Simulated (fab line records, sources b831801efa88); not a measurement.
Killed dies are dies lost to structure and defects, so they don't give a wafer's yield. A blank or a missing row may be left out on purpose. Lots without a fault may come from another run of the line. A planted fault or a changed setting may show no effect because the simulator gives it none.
One fault seen from 2 desks | flow gf180mcu | each desk has only its own numbers; what lay behind them comes last

THE METROLOGY DESK
What the gauges read, lot by lot, whatever tool the lot ran on: means of the sampled wafers that have a number. A lot is out of limits, marked OUT, if its mean lies more than 4 standard deviations from the usual mean; the brackets give that distance.
Columns: A = SALICIDE_TIN_THK at GF_SALICIDE_THK_MEAS_05, usual 20.22 nm; B = CONTACT_BOW at GF_CONTACT_BOW_MEAS_05, usual 66 um; C = cd_nm at GF_M1_CD_MEAS_14, usual 230.0 nm
lot  | first seen here | A     | B  | C
L386 | day 15 02:41    | 19.72 | 70 | 228.5
L387 | day 15 12:32    | 19.78 | 72 | 228.8
L389 | day 15 23:59    | 20.07 | 62 | 229.5
L390 | day 16 15:37    | 20.24 | 67 | 228.5
L391 | day 16 22:45    | 20.36 | 56 | 230.6
L393 | day 17 14:11    | 20.27 | 66 | 230.7
L394 | day 18 00:32    | 20.57 | 74 | 229.4
L396 | day 18 19:43    | 20.89 | 65 | 231.9
L405 | day 21 21:41    | 20.25 | 64 | 230.0
L406 | day 22 07:52    | 20.11 | 71 | 231.3
L407 | day 22 12:49    | 20.16 | 59 | 230.9
L408 | day 22 21:35    | 20.43 | 68 | 229.4
L409 | day 23 02:20    | 20.31 | 66 | 229.0
This desk's finding: nothing out of limits on any of the 13 lots.

THE TOOL OWNER'S DESK: pvd_sputter-04
The tool's own readings at GF_SALICIDE_SPUTTER_03 (material TiN, target thk 20 nm, time 16.7 s): means of the sampled wafers that have a number, for each lot that ran on this tool. A lot is out of limits, marked OUT, if its mean lies more than 4 standard deviations from the usual mean; the brackets give that distance.
Columns: A = throttle_valve_pct at GF_SALICIDE_SPUTTER_03, usual 29.7 %
lot  | first seen here | A
L391 | day 16 22:35    | 29.1
L393 | day 17 14:02    | 29.0
L394 | day 18 00:23    | 29.5
L396 | day 18 19:33    | 29.9
L406 | day 22 07:42    | 29.3
L407 | day 22 12:40    | 29.4
L408 | day 22 21:26    | 29.1
This desk's finding: nothing out of limits on any of the 7 lots.

PUT TOGETHER
The metrology desk saw nothing out of limits.
The tool owner's desk saw nothing out of limits.

WHAT THE SIMULATOR HAD PUT IN
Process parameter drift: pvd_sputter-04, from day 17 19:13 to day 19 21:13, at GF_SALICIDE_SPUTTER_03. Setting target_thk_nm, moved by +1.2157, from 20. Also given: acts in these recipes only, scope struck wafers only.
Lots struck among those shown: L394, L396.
